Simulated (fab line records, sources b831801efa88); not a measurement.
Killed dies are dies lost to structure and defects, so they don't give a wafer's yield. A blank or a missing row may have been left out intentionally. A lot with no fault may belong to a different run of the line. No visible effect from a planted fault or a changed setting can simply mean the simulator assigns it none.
Which tool did it?    flow sky130    10 lots, 30 wafers sampled, at 2 steps of a route of 708

## WHAT EACH GAUGE READ, for each wafer
SKY_POLY_GATE_THK_MEAS_01.
lot   measured      on             POLY_GATE_CVD_00_THK (nm)
L815  day 15 00:17  film-metro-04  176.6 176.4 176.0
L818  day 16 02:24  film-metro-04  179.2 177.5 178.0
L819  day 16 12:10  film-metro-01  160.0 159.5 160.9
L820  day 17 00:02  film-metro-04  157.9 159.1 157.4
L829  day 20 23:03  film-metro-02  180.3 180.1 178.9
L831  day 21 05:13  film-metro-01  176.9 178.4 178.0
L832  day 21 10:55  film-metro-01  176.5 176.2 175.5
L833  day 22 03:52  film-metro-01  181.1 180.8 181.9
L834  day 22 06:34  film-metro-04  178.5 178.4 178.2
L835  day 22 11:46  film-metro-02  177.0 175.8 178.3

## WHAT TOOL EACH LOT RAN ON (gives the tool, then ch and the chambers of the sampled wafers, and finally the start)
lot   SKY_POLY_GATE_CVD_00
L815  lpcvd-01 ch 1, day 14 23:05
L818  lpcvd-01 ch 0, day 16 01:12
L819  lpcvd-01 ch 0, day 16 10:57
L820  lpcvd-01 ch 1, day 16 22:50
L829  lpcvd-01 ch 1, day 20 21:51
L831  lpcvd-01 ch 1, day 21 04:01
L832  lpcvd-01 ch 0, day 21 09:42
L833  lpcvd-01 ch 1, day 22 02:38
L834  lpcvd-01 ch 1, day 22 04:46
L835  lpcvd-01 ch 1, day 22 10:34
- SKY_POLY_GATE_CVD_00: deposits poly-Si, target thk 180 nm, time 720 s.

## THE ANSWER, worked out from the rows above alone
Rule: the lots themselves supply what counts as usual. Put in order of their means at a reading, lots are off if they are a third of the lots or fewer, leave a main group of 4 or more, and stand apart from it by a gap of 3 or more times the standard deviation of the main group's means; of several such gaps the widest counts. A main group is skipped when, at the precision printed for the reading in the tables above, its means are all equal. A lot without any number at a reading at which 4 lots or more have one is off too. Where the step has rows for the other lots, those lots are counted as sound.
Off: L819, L820, seen at SKY_POLY_GATE_THK_MEAS_01 (POLY_GATE_CVD_00_THK). For the main group the mean is 178.1 nm and the standard deviation 1.6.
If a tool, at a process step before that reading, ran all the lots that are off and no sound lot after the first of them, it fits. Those tools and the gauges at SKY_POLY_GATE_THK_MEAS_01 are tried in the same way. Not one of the candidates tried fits.

## WHAT THE SIMULATOR HAD PUT IN
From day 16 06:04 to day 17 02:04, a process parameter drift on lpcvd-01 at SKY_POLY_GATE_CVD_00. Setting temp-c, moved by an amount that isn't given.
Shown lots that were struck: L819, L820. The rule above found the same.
